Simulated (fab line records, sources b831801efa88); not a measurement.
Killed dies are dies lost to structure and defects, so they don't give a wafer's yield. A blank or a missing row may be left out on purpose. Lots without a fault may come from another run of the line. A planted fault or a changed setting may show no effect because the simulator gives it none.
fab line records | flow sky130
record lots=7 wafers=19 last_day=50
route steps=708 shown FIELD_ISO@13 NWELL@32 PAD_OPEN@708
lots that met no fault: from a run of the same line without faults
start_h: hours from the record's first day to the start of the lot's first wafer shown | wait_h: hours since the lot's step before | " the same as in the row above | L1.1+2: a row that stands for several wafers | - no value, or no start given | * or withheld: withheld | < > ~ a bound
route shown NAME@n: a module of which the file shows steps, and the number in the route of the first | usual: mean/standard deviation of fault-free wafers | same: alike in all rows | chamber/n: place in a boat | sites: the reading at each site | _std_site: their standard deviation | _edge_site: outer sites' mean less inner sites' | radius_mm: how far each site lies from the wafer's centre | mask NAME#n: copy n | behind: the tool/chamber that last shaped the wafer | hold: why the lot was held/for how many hours/how that ended | device: the transistor (n, p or np) that didn't switch | end of line: the same wafers' tests at the end of the route | a step without rows: its recipe alone | killed: dies lost to structure and defects at the first sort, not the wafer's yield | map: a wafer's dies, x killed, . not, _ none there
set.NAME: the setting as run; set.NAME@STEP: as run at that earlier step | model.NAME: the simulator's own value behind a step, which no gauge read
lots at some steps of the route; a table a step, a row a wafer
services: from which hour (start_h, from the record's first day; less than 0 if before it) a tool's chamber was out of use, for how many hours, and why
## steps
# step SKY_FIELD_ISO_DEVELOP_12
# recipe develop_time_s=60 resist=KrF-thick dev_temp_c=21
# step SKY_FIELD_ISO_CD_MEAS_13
# recipe target_cd_nm=150
# usual cd_nm=150.4/1.5
# columns lot.wafer tool chamber start_h wait_h cd_nm
L512.2 cd_sem-01 - 30.06 - 149.0
L512.3 " - " " 149.4
L512.5 " - " " 149.5
L519.3 cd_sem-01 - 66.18 - 149.5
L519.5 " - " " 149.9
L520.3 cd_sem-01 - 69.63 - 150.6
L520.6 " - " " 148.5
L521.1 cd_sem-01 - 74.48 - 151.6
L521.3 " - " " 151.3
L521.6 " - " " 152.5
L528.1 cd_sem-02 - 113.14 - 150.9
L528.2 " - " " 153.7
L528.6 " - " " 150.5
L532.3 cd_sem-02 - 133.73 - 153.3
L532.5 " - " " 153.0
L532.6 " - " " 153.8
L533.2 cd_sem-01 - 140.31 - 150.5
L533.3 " - " " 150.0
L533.6 " - " " 149.7
# step SKY_FIELD_ISO_ETCH_14
# recipe chemistry=N2/H2 target=BARC ion_energy_ev=200 source_w=500 bias_w=100 pressure_mtorr=30 n2_flow_sccm=100 h2_flow_sccm=200 stop_on=SiO2 time_s=45.9 target_depth_a=600
# usual chamber_pressure_mTorr=30.002/0.027 drypump_motor_current_A=5.7/0.59 oes_product_au=0.854/0.0046 throttle_valve_pct=13.225/0.0088
# columns lot.wafer tool chamber start_h wait_h chamber_pressure_mTorr drypump_motor_current_A oes_product_au rf_hours_counter_h throttle_valve_pct
L512.2 rie_diel-04 0 30.16 0.1 30.067 6.8 0.864 71 13.229
L512.3 " 1 " " 30.009 5.2 0.861 106 13.222
L512.5 " 1 " " 29.999 5.2 0.854 - 13.212
L519.3 rie_diel-04 3 66.26 0.1 29.978 5.0 0.855 52 13.201
L519.5 " 1 " " 29.999 5.2 0.847 - 13.230
L520.3 rie_diel-04 1 69.71 0.1 29.998 5.2 0.854 107 13.224
L520.6 " 3 " " 30.006 5.0 0.857 - 13.218
L521.1 rie_diel-04 1 74.60 0.1 29.985 5.2 0.865 107 13.221
L521.3 " 2 " " 30.036 5.6 0.852 4 13.232
L521.6 " 2 " " 30.027 5.6 0.861 - 13.220
L528.1 rie_diel-04 3 113.26 0.1 30.025 5.0 0.858 53 13.217
L528.2 " 0 " " 29.999 6.9 0.848 72 13.229
L528.6 " 1 " " 29.994 5.2 0.863 - 13.220
L532.3 rie_diel-02 1 133.81 0.1 30.004 4.8 0.855 124 13.210
L532.5 " 0 " " 30.030 5.8 0.850 - 13.222
L532.6 " 1 " " 29.975 4.8 0.855 - 13.221
L533.2 rie_diel-04 0 140.41 0.1 29.993 6.8 0.855 73 13.228
L533.3 " 2 " " 30.031 5.6 0.844 5 13.229
L533.6 " 2 " " 30.023 5.6 0.857 - 13.241
# step SKY_FIELD_ISO_ETCH_15
# recipe chemistry=CHF3/O2 target_depth_nm=180 stop_on=Si source_w=600 bias_w=200 pressure_mtorr=40 chf3_flow_sccm=50 O2_flow_sccm=5 time_s=72
# usual chamber_pressure_mTorr=40.00/0.031 drypump_motor_current_A=5.6/0.59 oes_product_au=0.950/0.0067 throttle_valve_pct=8.846/0.0086
# columns lot.wafer tool chamber start_h wait_h chamber_pressure_mTorr drypump_motor_current_A oes_product_au rf_hours_counter_h throttle_valve_pct
L512.2 rie_diel-04 0 30.20 0.0 39.99 6.8 0.936 71 8.837
L512.3 " 1 " " 40.04 5.2 0.947 106 8.857
L512.5 " 1 " " 40.01 5.2 0.950 - 8.852
L519.3 rie_diel-04 3 66.30 0.0 40.02 5.0 0.955 52 8.853
L519.5 " 1 " " 40.02 5.2 0.949 - 8.853
L520.3 rie_diel-04 1 69.75 0.0 39.97 5.2 0.949 107 8.839
L520.6 " 3 " " 40.00 5.0 0.954 - 8.856
L521.1 rie_diel-04 1 74.64 0.0 40.00 5.2 0.953 107 8.831
L521.3 " 2 " " 39.96 5.6 0.945 4 8.831
L521.6 " 2 " " 40.01 5.6 0.948 - 8.848
L528.1 rie_diel-04 3 113.30 0.0 40.01 5.0 0.945 53 8.849
L528.2 " 0 " " 39.96 6.8 0.937 72 8.854
L528.6 " 1 " " 39.99 5.2 0.943 - 8.850
L532.3 rie_diel-02 1 133.85 0.0 39.99 4.7 0.946 124 8.841
L532.5 " 0 " " 40.04 5.8 0.955 - 8.848
L532.6 " 1 " " 39.99 4.7 0.958 - 8.858
L533.2 rie_diel-04 0 140.45 0.0 40.00 6.8 0.957 73 8.844
L533.3 " 2 " " 40.03 5.6 0.959 5 8.843
L533.6 " 2 " " 39.96 5.6 0.961 - 8.853
# step SKY_FIELD_ISO_STRIP_16
# recipe chemistry=O2/N2 power_w=1400 pressure_mtorr=1500 platen_temp_c=withheld o2_flow_sccm=3000 n2_flow_sccm=300 overash_fraction=0.5
# usual chamber_pressure_mTorr=1500.2/1.4 drypump_motor_current_A=5.56/0.13 o2_flow_sccm=3001/9.7 oes_product_au=0.379/0.0044 strip_time_to_endpoint_s=3.57/0.038
# same overash_fraction=0.5
# columns lot.wafer tool chamber start_h wait_h chamber_pressure_mTorr drypump_motor_current_A o2_flow_sccm oes_product_au rf_hours_counter_h strip_time_to_endpoint_s
L512.2 plasma_asher-02 0 30.26 0.0 1502.8 5.33 3011 0.377 22 3.56
L512.3 " 0 " " 1500.7 5.34 3012 0.381 - 3.64
L512.5 " 0 " " 1502.5 5.35 3002 0.382 - 3.62
L519.3 plasma_asher-03 1 66.39 0.1 1502.6 5.73 2994 0.382 - 3.57
L519.5 " 1 " " 1500.2 5.68 2995 0.376 - 3.58
L520.3 plasma_asher-03 1 69.84 0.1 1497.8 5.70 3010 0.380 - 3.58
L520.6 " 1 " " 1500.5 5.69 3026 0.385 - 3.58
L521.1 plasma_asher-02 1 74.70 0.0 1498.7 5.60 2995 0.371 26 3.60
L521.3 " 0 " " 1498.9 5.37 3009 0.380 - 3.59
L521.6 " 1 " " 1503.5 5.59 2999 0.378 - 3.61
L528.1 plasma_asher-03 0 113.36 0.0 1499.7 5.59 2993 0.386 42 3.60
L528.2 " 1 " " 1502.3 5.68 2981 0.371 42 3.55
L528.6 " 0 " " 1500.3 5.62 3002 0.380 - 3.57
L532.3 plasma_asher-04 0 133.94 0.1 1497.8 5.70 3011 0.379 - 3.53
L532.5 " 1 " " 1502.0 5.43 3020 0.381 - 3.58
L532.6 " 0 " " 1502.2 5.66 3004 0.384 - 3.51
L533.2 plasma_asher-03 0 140.51 0.0 1500.9 5.63 2992 0.376 45 3.57
L533.3 " 0 " " 1500.9 5.65 2994 0.379 - 3.58
L533.6 " 1 " " 1499.6 5.70 3006 0.382 - 3.59
# step SKY_FIELD_ISO_ETCH_17
# recipe target_depth_a=3420 mask_material=Si3N4 chemistry=HBr/Cl2/O2 target=Si taper_deg=5 icp_w=600 bias_w=150 pressure_mtorr=15 HBr_flow_sccm=150 Cl2_flow_sccm=40 O2_flow_sccm=6 time_s=97.7
# usual chamber_pressure_mTorr=15.001/0.012 drypump_motor_current_A=5.6/0.55 oes_product_au=1.004/0.012 throttle_valve_pct=25.653/0.011
# columns lot.wafer tool chamber start_h wait_h chamber_pressure_mTorr drypump_motor_current_A oes_product_au rf_hours_counter_h throttle_valve_pct
L512.2 rie_si-02 1 30.36 0.1 15.007 5.4 1.002 23 25.659
L512.3 " 0 " " 14.992 5.0 0.982 159 25.668
L512.5 " 2 " " 14.999 5.5 1.019 - 25.642
L519.3 rie_si-01 0 66.46 0.0 14.985 5.7 1.014 35 25.647
L519.5 " 3 " " 15.001 5.0 0.981 - 25.671
L520.3 rie_si-02 3 69.91 0.0 14.977 5.2 1.005 13 25.650
L520.6 " 3 " " 15.001 5.2 1.004 - 25.671
L521.1 rie_si-01 0 74.80 0.1 14.991 5.7 1.009 35 25.634
L521.3 " 1 " " 15.015 6.7 1.014 0 25.637
L521.6 " 2 " " 14.977 5.5 0.985 - 25.672
L528.1 rie_si-01 2 113.46 0.1 14.998 5.4 0.997 124 25.662
L528.2 " 3 " " 15.028 5.0 0.986 55 25.659
L528.6 " 1 " " 14.992 6.7 1.001 - 25.650
L532.3 rie_si-02 3 134.01 0.0 14.995 5.2 1.015 14 25.646
L532.5 " 2 " " 15.013 5.5 1.021 - 25.636
L532.6 " 3 " " 15.001 5.2 1.018 - 25.648
L533.2 rie_si-01 1 140.61 0.1 15.012 6.7 1.008 1 25.662
L533.3 " 3 " " 15.007 5.0 0.993 55 25.661
L533.6 " 1 " " 15.003 6.7 1.016 - 25.647
# step SKY_FIELD_ISO_WET_ETCH_18
# recipe chemistry=H3PO4 target_depth_nm=25 temp_c=160 target=Si3N4 time_s=286
# step SKY_FIELD_ISO_CLEAN_19
# recipe chemistry=SC1/SC2 mix=1:4:20 temp_c=70 time_s=150
# step SKY_FIELD_ISO_CLEAN_20
# recipe chemistry=dHF time_s=20 dilution=100:1
# step SKY_FIELD_ISO_WET_ETCH_21
# recipe chemistry=dHF dilution=100:1 target_depth_nm=20 dry=ipa_marangoni target=SiO2 temp_c=25 time_s=400
# step SKY_FIELD_ISO_OXIDATION_22
# recipe temp_c=950 ambient=O2 stabilise_s=600 purge_s=300 target_thk_a=100 ox_time_s=623
# step SKY_FIELD_ISO_THK_MEAS_23
# recipe reads=SiO2_of_FIELD_ISO_OXIDATION_22
# usual FIELD_ISO_OXIDATION_01_THK=10.03/0.17
# columns lot.wafer tool chamber start_h wait_h FIELD_ISO_OXIDATION_01_THK[nm]
L512.2 film_metro-01 - 32.26 0.0 10.08
L512.3 " - " " 10.02
L512.5 " - " " 10.16
L519.3 film_metro-01 - 67.99 0.0 9.90
L519.5 " - " " 9.88
L520.3 film_metro-03 - 71.86 0.0 10.33
L520.6 " - " " 10.14
L521.1 film_metro-01 - 77.01 0.0 10.08
L521.3 " - " " 10.09
L521.6 " - " " 10.09
L528.1 film_metro-01 - 115.73 0.0 9.91
L528.2 " - " " 9.97
L528.6 " - " " 9.92
L532.3 film_metro-01 - 137.02 0.0 9.80
L532.5 " - " " 9.78
L532.6 " - " " 9.81
L533.2 film_metro-01 - 143.69 0.0 10.05
L533.3 " - " " 9.90
L533.6 " - " " 10.00
# step SKY_FIELD_ISO_CVD_24
# recipe material=SiO2 target_thk_nm=595 temp_c=650 sigma_open_frac=0.3 time_s=99.2 sih4_flow_sccm=60 pressure_mtorr=6
# columns lot.wafer tool chamber start_h wait_h model.SiO2_of_FIELD_ISO_CVD_24.thk_nm
L512.2 hdpcvd-01 1 32.31 0.0 595.1
L512.3 " 2 " " 598.9
L512.5 " 2 " " 597.9
L519.3 hdpcvd-02 1 68.03 0.0 313.1
L519.5 " 1 " " 579.5
L520.3 hdpcvd-02 1 71.90 0.0 304.5
L520.6 " 2 " " 316.9
L521.1 hdpcvd-02 1 77.07 0.1 590.5
L521.3 " 2 " " 319.4
L521.6 " 1 " " 309.2
L528.1 hdpcvd-01 0 115.79 0.1 584.5
L528.2 " 1 " " 599.3
L528.6 " 2 " " 592.7
L532.3 hdpcvd-01 2 137.06 0.0 601
L532.5 " 0 " " 589.3
L532.6 " 2 " " 595.3
L533.2+3 hdpcvd-02 1,0 143.74 0.0 593.3
L533.6 " 1 " " 597.9
# step SKY_FIELD_ISO_THK_MEAS_25
# recipe reads=SiO2_of_FIELD_ISO_CVD_24
# usual FIELD_ISO_CVD_24_THK=590/6
# columns lot.wafer tool chamber start_h wait_h FIELD_ISO_CVD_24_THK[nm]
L512.2 film_metro-02 - 32.40 0.0 595
L512.3 " - " " 599
L512.5 " - " " 597
L519.3 film_metro-03 - 68.12 0.1 313
L519.5 " - " " 579
L520.3 film_metro-02 - 72.00 0.1 305
L520.6 " - " " 317
L521.1 film_metro-02 - 77.14 0.0 591
L521.3 " - " " 319
L521.6 " - " " 309
L528.1 film_metro-03 - 115.86 0.0 584
L528.2 " - " " 599
L528.6 " - " " 593
L532.3 film_metro-02 - 137.15 0.1 601
L532.5 " - " " 589
L532.6 " - " " 596
L533.2 film_metro-02 - 143.82 0.0 593
L533.3 " - " " 593
L533.6 " - " " 598
# step SKY_FIELD_ISO_ANNEAL_26
# recipe temp_c=1000 time_s=1800 ambient=N2
# step SKY_FIELD_ISO_CMP_27
# recipe stop_on=Si3N4 t_overpolish_s=16 down_force_psi=4 platen_rpm=60 target_thk_nm=457.8 pad_velocity_m_s=0.94248
# usual motor_current_A=12.2/1.4 platen_rpm=60.00/0.037 time_to_endpoint_s=114/4.2
# columns lot.wafer tool chamber start_h wait_h motor_current_A platen_rpm time_to_endpoint_s
L512.3 cmp-01 1 35.02 0.1 12.2 60.05 122
L512.2 " 2 " " 11.3 59.98 118
L512.5 " 3 " " 10.8 59.99 125
L519.3 cmp-01 2 69.66 0.0 10.6 59.96 60
L519.5 " 3 " " 11.0 59.96 113
L520.3 cmp-01 3 73.69 0.1 11.3 60.04 59
L520.6 " 0 " " 12.4 60.06 62
L521.1 cmp-02 1 78.75 0.1 11.6 60.00 119
L521.3 " 3 " " 15.1 59.95 67
L521.6 " 1 " " 10.6 60.04 63
L528.2 cmp-02 0 118.79 0.1 13.4 59.99 118
L528.1 " 2 " " 13.1 59.99 106
L528.6 " 3 " " 14.3 60.10 117
L532.3 cmp-01 0 138.84 0.1 12.2 60.05 112
L532.6 " 1 " " 11.0 59.98 113
L532.5 " 2 " " 10.8 59.95 108
L533.3 cmp-02 0 145.42 0.1 13.2 60.00 116
L533.2 " 1 " " 11.0 59.99 115
L533.6 " 0 " " 13.9 60.09 116
# step SKY_FIELD_ISO_WET_ETCH_28
# recipe chemistry=dHF target_depth_nm=23.7 target=SiO2 dilution=10:1 temp_c=25 time_s=47
# step SKY_FIELD_ISO_WET_ETCH_29
# recipe chemistry=H3PO4 target_depth_nm=160 target=Si3N4 temp_c=160 time_s=1825
# step SKY_FIELD_ISO_WET_ETCH_30
# recipe chemistry=dHF target_depth_nm=25 target=SiO2 dilution=10:1 temp_c=25 time_s=50
# columns lot.wafer tool chamber start_h wait_h model.SiO2_of_FIELD_ISO_CVD_24.thk_nm
L512.2 wet_bench-02 3 35.75 0.0 404.6
L512.3 " 3 " " 406.9
L512.5 " 3 " " 406.3
L519.3 wet_bench-02 3 70.55 0.0 259.9
L519.5 " 3 " " 405.4
L520.3 wet_bench-02 3 74.37 0.0 251.7
L520.6 " 3 " " 263.9
L521.1 wet_bench-03 3 79.54 0.0 404
L521.3 " 3 " " 265.8
L521.6 " 3 " " 255.6
L528.1 wet_bench-02 3 119.58 0.0 404.9
L528.2+6 " 3 " " 406.4
L532.3 wet_bench-01 2 139.52 0.0 405.8
L532.5 " 2 " " 406.8
L532.6 " 2 " " 405.9
L533.2+6 wet_bench-03 3 146.20 0.0 406.4
L533.3 " 3 " " 406.8
# step SKY_NWELL_CLEAN_00
# recipe chemistry=SC1/SC2 mix=1:4:20 temp_c=70 time_s=150 dry=n2_spin
# step SKY_PAD_OPEN_PROBE_99
# usual killed_at_M0_to_M3=43/6.5 killed_at_M4_up=3.2/1.8 killed_at_contacts=26/5.2 killed_at_front_end=16/4.8 killed_at_other=0.3/0.6 killed_dies=89/9.6 killed_on_rim=17/3.7 killed_open=48/7.1 killed_short=40/6.4
# same gross_dies=492 killed_at_back_side=0
# columns lot.wafer tool chamber start_h wait_h killed_at_M0_to_M3 killed_at_M4_up killed_at_contacts killed_at_front_end killed_at_other killed_dies killed_on_rim killed_open killed_short
L512.2 prober-02 - 1074.58 0.1 38 0 32 11 0 81 18 41 40
L512.3 prober-02 - 1074.63 0.2 36 1 26 14 0 77 20 41 36
L512.5 prober-02 - 1074.73 0.2 44 4 19 14 0 81 18 44 37
L519.3 prober-02 - 1117.59 0.2 37 3 26 426 0 492 96 49 35
L519.5 prober-02 - 1117.69 0.2 45 1 24 19 0 89 19 48 40
L520.3 prober-01 - 1119.34 0.2 36 5 31 419 1 492 96 48 39
L520.6 prober-01 - 1119.49 0.2 32 3 26 431 0 492 96 42 37
L521.1 prober-02 - 1126.56 0.1 36 3 23 7 2 71 15 35 34
L521.3 prober-02 - 1126.66 0.2 38 6 26 422 0 492 96 43 48
L521.6 prober-02 - 1126.81 0.2 49 2 20 418 3 492 96 43 40
L528.1 prober-01 - 1170.27 0.1 38 5 33 10 0 86 20 39 47
L528.2 prober-01 - 1170.32 0.1 49 5 22 23 0 99 15 61 36
L528.6 prober-01 - 1170.52 0.2 48 4 25 15 0 92 15 49 41
L532.3 prober-01 - 1183.06 0.2 52 2 31 24 0 109 9 66 43
L532.5 prober-01 - 1183.16 0.2 45 5 29 17 0 96 14 52 44
L532.6 prober-01 - 1183.21 0.2 46 2 27 18 0 93 18 48 45
L533.2 prober-02 - 1190.25 0.1 36 4 23 20 0 83 18 44 39
L533.3 prober-02 - 1190.30 0.2 36 2 34 15 0 87 19 43 44
L533.6 prober-02 - 1190.45 0.2 34 2 15 17 0 68 15 32 36
# killed by level:class
L512.2 LI_CONTACT:geometric_particle:open=12 CONTACT:geometric_particle:open=9 METAL1:geometric_particle:short=8 METAL2:geometric_particle:short=7 CONTACT:geometric_particle:short=5 VIA3:geometric_particle:open=5 FIELD_ISO:geometric_particle:short=4 VIA2:geometric_particle:open=4
L512.3 VIA3:geometric_particle:open=8 CONTACT:geometric_particle:short=8 CONTACT:geometric_particle:open=7 VIA2:geometric_particle:open=7 FIELD_ISO:geometric_particle:short=6 LI_CONTACT:geometric_particle:open=6 FIELD_ISO:geometric_particle:open=5 METAL1:geometric_particle:short=5
L512.5 VIA1:geometric_particle:open=10 VIA2:geometric_particle:open=10 CONTACT:geometric_particle:open=6 VIA3:geometric_particle:open=6 POLY_GATE:geometric_particle:short=5 CONTACT:geometric_particle:short=5 FIELD_ISO:geometric_particle:open=4 FIELD_ISO:geometric_particle:short=4
L519.3 FIELD_ISO:area_cvd=408 CONTACT:geometric_particle:open=10 VIA1:geometric_particle:open=7 LI_CONTACT:geometric_particle:open=6 VIA3:geometric_particle:open=6 VIA2:geometric_particle:open=6 METAL1:geometric_particle:short=5 FIELD_ISO:geometric_particle:open=4
L519.5 VIA1:geometric_particle:open=18 LI_CONTACT:geometric_particle:open=9 CONTACT:geometric_particle:open=6 POLY_GATE:geometric_particle:short=5 VIA3:geometric_particle:short=5 VIA1:geometric_particle:short=5 METAL2:geometric_particle:short=4 METAL1:geometric_particle:short=4
L520.3 FIELD_ISO:area_cvd=404 CONTACT:geometric_particle:open=11 VIA2:geometric_particle:open=8 LI_CONTACT:geometric_particle:open=7 VIA3:geometric_particle:open=6 LOCAL_INTERCONNECT:geometric_particle:short=5 CONTACT:geometric_particle:short=5 VIA1:geometric_particle:open=5
L520.6 FIELD_ISO:area_cvd=412 LI_CONTACT:geometric_particle:open=8 CONTACT:geometric_particle:open=7 FIELD_ISO:geometric_particle:open=6 FIELD_ISO:geometric_particle:short=5 METAL2:geometric_particle:short=5 METAL1:geometric_particle:short=5 METAL1:geometric_particle:open=4
L521.1 LI_CONTACT:geometric_particle:open=8 VIA2:geometric_particle:open=7 LOCAL_INTERCONNECT:geometric_particle:short=6 CONTACT:geometric_particle:open=6 VIA3:geometric_particle:open=5 METAL1:geometric_particle:short=4 VIA1:geometric_particle:open=4 METAL2:geometric_particle:short=4
L521.3 FIELD_ISO:area_cvd=401 LI_CONTACT:geometric_particle:open=8 FIELD_ISO:geometric_particle:short=7 CONTACT:geometric_particle:short=7 VIA1:geometric_particle:short=7 VIA1:geometric_particle:open=7 CONTACT:geometric_particle:open=6 VIA2:geometric_particle:short=6
L521.6 FIELD_ISO:area_cvd=407 VIA1:geometric_particle:open=13 METAL1:geometric_particle:short=10 LI_CONTACT:geometric_particle:open=9 CONTACT:geometric_particle:short=7 VIA3:geometric_particle:open=6 VIA2:geometric_particle:open=5 POLY_GATE:geometric_particle:short=4
L528.1 LI_CONTACT:geometric_particle:open=9 VIA1:geometric_particle:open=9 CONTACT:geometric_particle:short=7 CONTACT:geometric_particle:open=7 VIA1:geometric_particle:short=7 LOCAL_INTERCONNECT:geometric_particle:short=6 VIA2:geometric_particle:open=6 METAL4:geometric_particle:short=5
L528.2 VIA1:geometric_particle:open=18 POLY_GATE:geometric_particle:open=8 CONTACT:geometric_particle:open=7 FIELD_ISO:geometric_particle:short=6 METAL2:geometric_particle:short=6 VIA2:geometric_particle:open=6 LI_CONTACT:geometric_particle:open=6 LOCAL_INTERCONNECT:geometric_particle:short=5
L528.6 VIA1:geometric_particle:open=10 VIA3:geometric_particle:open=8 LI_CONTACT:geometric_particle:open=7 METAL1:geometric_particle:short=7 CONTACT:geometric_particle:open=6 CONTACT:geometric_particle:short=5 VIA2:geometric_particle:short=5 METAL4:geometric_particle:short=4
L532.3 CONTACT:geometric_particle:open=16 VIA1:geometric_particle:open=12 VIA2:geometric_particle:open=10 FIELD_ISO:geometric_particle:open=8 LI_CONTACT:geometric_particle:open=6 VIA1:geometric_particle:short=6 VIA2:geometric_particle:short=6 POLY_GATE:geometric_particle:open=5
L532.5 LI_CONTACT:geometric_particle:open=9 METAL1:geometric_particle:short=9 VIA3:geometric_particle:open=8 CONTACT:geometric_particle:open=7 VIA1:geometric_particle:open=7 FIELD_ISO:geometric_particle:open=6 LOCAL_INTERCONNECT:geometric_particle:short=5 FIELD_ISO:geometric_particle:short=4
L532.6 CONTACT:geometric_particle:open=10 VIA1:geometric_particle:open=8 METAL1:geometric_particle:short=6 METAL3:geometric_particle:short=6 FIELD_ISO:geometric_particle:short=5 CONTACT:geometric_particle:short=5 VIA2:geometric_particle:open=5 LI_CONTACT:geometric_particle:open=4
L533.2 LI_CONTACT:geometric_particle:open=9 VIA3:geometric_particle:open=8 FIELD_ISO:geometric_particle:short=7 LOCAL_INTERCONNECT:geometric_particle:short=6 VIA1:geometric_particle:open=6 METAL2:geometric_particle:short=6 VIA2:geometric_particle:open=6 CONTACT:geometric_particle:open=4
L533.3 LOCAL_INTERCONNECT:geometric_particle:short=9 LI_CONTACT:geometric_particle:open=8 VIA2:geometric_particle:open=8 CONTACT:geometric_particle:open=8 CONTACT:geometric_particle:short=6 VIA1:geometric_particle:open=6 METAL1:geometric_particle:short=5 POLY_GATE:geometric_particle:short=4
L533.6 VIA1:geometric_particle:open=7 CONTACT:geometric_particle:open=6 METAL2:geometric_particle:short=6 VIA3:geometric_particle:open=5 POLY_GATE:geometric_particle:short=5 LI_CONTACT:geometric_particle:open=5 METAL1:geometric_particle:short=4 METAL3:geometric_particle:short=4
# map L519.3 (x killed, . not)
__________xxxxxxxxxx_________
________xxxxxxxxxxxxxx_______
______xxxxxxxxxxxxxxxxxx_____
_____xxxxxxxxxxxxxxxxxxxx____
____xxxxxxxxxxxxxxxxxxxxxx___
___xxxxxxxxxxxxxxxxxxxxxxxx__
__xxxxxxxxxxxxxxxxxxxxxxxxxx_
_xxxxxxxxxxxxxxxxxxxxxxxxxxxx
_xxxxxxxxxxxxxxxxxxxxxxxxxxxx
_xxxxxxxxxxxxxxxxxxxxxxxxxxxx
_xxxxxxxxxxxxxxxxxxxxxxxxxxxx
_xxxxxxxxxxxxxxxxxxxxxxxxxxxx
_xxxxxxxxxxxxxxxxxxxxxxxxxxxx
_xxxxxxxxxxxxxxxxxxxxxxxxxxxx
_xxxxxxxxxxxxxxxxxxxxxxxxxxxx
__xxxxxxxxxxxxxxxxxxxxxxxxxx_
___xxxxxxxxxxxxxxxxxxxxxxxx__
____xxxxxxxxxxxxxxxxxxxxxx___
_____xxxxxxxxxxxxxxxxxxxx____
______xxxxxxxxxxxxxxxxxx_____
________xxxxxxxxxxxxxx_______
__________xxxxxxxxxx_________
# map L520.3 (x killed, . not)
__________xxxxxxxxxx_________
________xxxxxxxxxxxxxx_______
______xxxxxxxxxxxxxxxxxx_____
_____xxxxxxxxxxxxxxxxxxxx____
____xxxxxxxxxxxxxxxxxxxxxx___
___xxxxxxxxxxxxxxxxxxxxxxxx__
__xxxxxxxxxxxxxxxxxxxxxxxxxx_
_xxxxxxxxxxxxxxxxxxxxxxxxxxxx
_xxxxxxxxxxxxxxxxxxxxxxxxxxxx
_xxxxxxxxxxxxxxxxxxxxxxxxxxxx
_xxxxxxxxxxxxxxxxxxxxxxxxxxxx
_xxxxxxxxxxxxxxxxxxxxxxxxxxxx
_xxxxxxxxxxxxxxxxxxxxxxxxxxxx
_xxxxxxxxxxxxxxxxxxxxxxxxxxxx
_xxxxxxxxxxxxxxxxxxxxxxxxxxxx
__xxxxxxxxxxxxxxxxxxxxxxxxxx_
___xxxxxxxxxxxxxxxxxxxxxxxx__
____xxxxxxxxxxxxxxxxxxxxxx___
_____xxxxxxxxxxxxxxxxxxxx____
______xxxxxxxxxxxxxxxxxx_____
________xxxxxxxxxxxxxx_______
__________xxxxxxxxxx_________
## services
# columns tool chamber start_h hours kind
rie_si-01 1 10.06 - clean
rie_si-01 1 10.06 20.0 scheduled_down
rie_si-01 1 10.06 20.0 vent_cycle
plasma_asher-02 - 10.71 5.7 repair
cmp-02 - 11.95 1.0 repair
rie_diel-02 2 12.92 1.4 repair
plasma_asher-02 - 16.03 4.5 repair
hdpcvd-02 - 27.80 1.0 repair
cmp-02 - 33.78 2.4 pm
rie_diel-02 3 49.32 1.3 repair
cmp-02 - 55.52 4.4 repair
cmp-01 - 64.00 4.0 pm
hdpcvd-01 - 66.75 15.0 pm
hdpcvd-01 0 66.75 15.0 vent_cycle
hdpcvd-01 1 66.75 15.0 vent_cycle
hdpcvd-01 2 66.75 15.0 vent_cycle
cmp-01 - 68.00 - consumable_replace:conditioner
cmp-01 - 68.00 - consumable_replace:pad
cmp-01 - 80.42 1.8 repair
plasma_asher-02 - 88.56 14.1 repair
cmp-02 - 106.73 1.3 repair
plasma_asher-04 - 108.75 9.0 pm
plasma_asher-04 - 114.03 2.4 repair
cmp-02 - 122.17 7.2 pm
## key
first_sign step=SKY_FIELD_ISO_THK_MEAS_25 reading=FIELD_ISO_CVD_24_THK direction=down sigmas=46 usual=590 struck=313
effect step=SKY_FIELD_ISO_CMP_27 reading=time_to_endpoint_s direction=down sigmas=12 usual=* struck=*
effect step=SKY_PAD_OPEN_PROBE_99 reading=killed_at_front_end direction=up sigmas=85 usual=16 struck=423
model_effect step=SKY_FIELD_ISO_CVD_24 value=SiO2_of_FIELD_ISO_CVD_24.thk_nm without=588.9 struck=312.6
model_effect step=SKY_FIELD_ISO_WET_ETCH_30 value=SiO2_of_FIELD_ISO_CVD_24.thk_nm without=405.4 struck=259.4
more_kills_born_at SKY_FIELD_ISO_CVD_24@hdpcvd-02=2032
met_at SKY_FIELD_ISO_CVD_24
struck_wafers L519.3,L520.3,L520.6,L521.3,L521.6
later_rows_left_out L519.3,L520.3,L520.6,L521.3,L521.6
tester_left_out L519,L520,L521
fault kind=process_parameter_drift tool=hdpcvd-02 chamber=- onset_h=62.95 steps=SKY_FIELD_ISO_CVD_24 channel=target_thk_nm offset=-276.33 shape=step end_h=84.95 scope=struck_wafers_only acts_in=these_recipes_only stated=595
# tester_left_out: of these lots the tester's yield and bins aren't shown, on N5 and GAA mostly nor the transistor test; their killed dies are dies lost to structure and defects alone, not to doping, threshold or leakage, so they don't give the yield
# later_rows_left_out: the simulator's readings of these wafers behind a module that went badly wrong aren't trusted and aren't shown, but for the sort
